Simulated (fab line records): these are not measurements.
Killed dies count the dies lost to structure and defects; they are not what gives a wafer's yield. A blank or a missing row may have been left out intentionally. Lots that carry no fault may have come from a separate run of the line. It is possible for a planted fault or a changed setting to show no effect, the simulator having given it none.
A struck lot beside a sound one / flow sky130 / 26 out of 708 route steps
Sound: these wafers, L698.1, L698.5, L698.6. Struck: wafer L705.1 (left out: L705.3, a lot-mate that was not struck); the cause follows at the end.
Order at every step that has rows: each side's tool, ch and its chambers, its first start. Under that, the readings that differ: sound wafers / struck wafers / difference of the means / sigmas: that difference in standard deviations of wafers without a fault.
alike: a reading whose means differ by less than 2 such deviations, as well as words and numbers matching on both sides. not compared: withheld readings; readings where some wafer has no value; bounds like >300 that might hide an equal value; numbers whose values overlap and for which the record gives no deviation.
The two part at a step that has a row with sigmas, a row that says differs or no value, or rows on one side only. Numbers that have no deviation but don't overlap get no sigmas and don't part them. A reading missing from all wafers of one side parts the sides only when that side holds two or more wafers.

first, 6 steps without rows for these wafers: SKY_SD_N_IMPLANT_10; SKY_SD_N_STRIP_11 (strips in O2/N2); SKY_SD_N_CLEAN_13 (cleans in SC1/SC2, time 150 s); SKY_SD_N_RTA_14 (time 2 s); SKY_SALICIDE_CLEAN_00 (cleans in HF-last, time 30 s); SKY_LI_CONTACT_HDPCVD_00 (deposits PSG, target thk 930 nm, time 155 s).
SKY_LI_CONTACT_CMP_02: polishes PSG.
  sound on cmp-01 ch 0,3, day 28 05:54; struck on cmp-01 ch 0, day 30 16:11
reading=time to endpoint s (s); sound=32.5 29.2 31.6; struck=16.5; difference=-14.6; sigmas=-6
reading=model.PSG_of_LI_CONTACT_HDPCVD_00.thk nm (nm); sound=598 597.8 598.2; struck=746.9; difference=+148.9; sigmas=
  alike: motor current A
then, 9 steps without rows for these wafers: SKY_LI_CONTACT_DEHYDRATE_04 (time 60 s); SKY_LI_CONTACT_HMDS_05 (prime time 60 s); SKY_LI_CONTACT_COAT_06 (resist thk 60 nm); SKY_LI_CONTACT_COAT_07 (resist thk 450 nm); SKY_LI_CONTACT_SOFTBAKE_08 (time 90 s); SKY_LI_CONTACT_EXPOSE_09 (exposes mask LICM1, target cd 170 nm); SKY_LI_CONTACT_PEB_10; SKY_LI_CONTACT_DEVELOP_11 (develop time 60 s); SKY_LI_CONTACT_ETCH_14 (etches BARC in N2/H2, stops on SiO2, time 45.9 s, target depth 60 nm).
SKY_LI_CONTACT_ETCH_15: etches PSG in C4F8/O2/Ar, stops on Si, target depth 600 nm.
  sound on rie diel-04 ch 1,2, day 29 09:46; struck on rie diel-04 ch 3, day 31 20:17
reading=oes product au (a.u.); sound=0.827 0.832 0.843; struck=0.954; difference=+0.120; sigmas=+23
reading=model.etch.depth nm (nm); sound=598 597.8 598.2; struck=746.9; difference=+148.9; sigmas=
reading=model.LI_CONTACT.feature depth nm (nm); sound=598 597.8 598.2; struck=746.9; difference=+148.9; sigmas=
then, 6 steps without rows for these wafers: SKY_LI_CONTACT_STRIP_16 (strips in O2/N2); SKY_LI_CONTACT_CLEAN_17 (cleans in NMP, time 600 s); SKY_LI_CONTACT_PRE_CLEAN_18 (time 5.6 s); SKY_LI_CONTACT_SPUTTER_19 (material Ti, target thk 20 nm, time 106.37 s); SKY_LI_CONTACT_SPUTTER_20 (material TiN, target thk 20 nm, time 80 s); SKY_LI_CONTACT_CVD_21 (deposits W, target thk 400 nm, time 120.56 s).
SKY_LI_CONTACT_CMP_24: polishes, stops on PSG, t overpolish 20 s, target thk 0 nm.
  sound on cmp-02 ch 1,2, day 29 10:36; struck on cmp-01 ch 0, day 31 21:09
reading=model.PSG_of_LI_CONTACT_HDPCVD_00.thk nm (nm); sound=588.6 588.3 588.7; struck=737.4; difference=+148.9; sigmas=
  alike: motor current A
then, 1 step without rows for these wafers: SKY_LOCAL_INTERCONNECT_SPUTTER_00 (material TiN, target thk 100 nm, time 83.3 s).
-- record jumps: 16 days separate the struck wafers' starts on either side; left off in module LOCAL_INTERCONNECT, taken up again in module PAD_OPEN, whose first shown step is the route's number 708 --
SKY_PAD_OPEN_PROBE_99:
  struck on prober-02, day 47 18:33; sound on prober-02, day 45 22:56
reading=killed_at_M4_up; sound=0 3 2; struck=9; difference=+7; sigmas=+4
reading=model.etest.licon pdiff.rc ohm; sound=573.6 589.2 586; struck=665.6; difference=+82.7; sigmas=
reading=model.etest.pfet_01v8.r on ohm um; sound=2874 2768 2816; struck=3037; difference=+218; sigmas=
reading=model.etest.nfet g5v0d10v5.r on ohm um; sound=1891 1860 1883; struck=1954; difference=+76; sigmas=
reading=model.etest.nfet_01v8.r on ohm um; sound=872.6 851.7 860.7; struck=892.7; difference=+31.0; sigmas=
reading=model.etest.licon ndiff.rc ohm; sound=186.8 179.7 181.3; struck=222.1; difference=+39.5; sigmas=
reading=model.etest.licon high po.rc ohm; sound=360.6 355.8 342.6; struck=394.5; difference=+41.5; sigmas=
reading=model.etest.sonos uncharged.r on ohm um; sound=812.4 812.4 819.5; struck=852.3; difference=+37.5; sigmas=
reading=model.etest.cap li to poly.c af um2; sound=100.3 98.29 100.5; struck=68.44; difference=-31.26; sigmas=
  alike: killed_at_M0_to_M3, killed at contacts, killed at front end, killed at other, killed dies, killed open, killed short

WHERE THEY PART
First at SKY_LI_CONTACT_CMP_02; last, within this record, at SKY_PAD_OPEN_PROBE_99.

WHY: what the simulator had put in
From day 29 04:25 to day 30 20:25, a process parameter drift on cmp-01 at SKY_LI_CONTACT_CMP_02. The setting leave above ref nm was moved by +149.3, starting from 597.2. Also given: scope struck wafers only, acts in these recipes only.
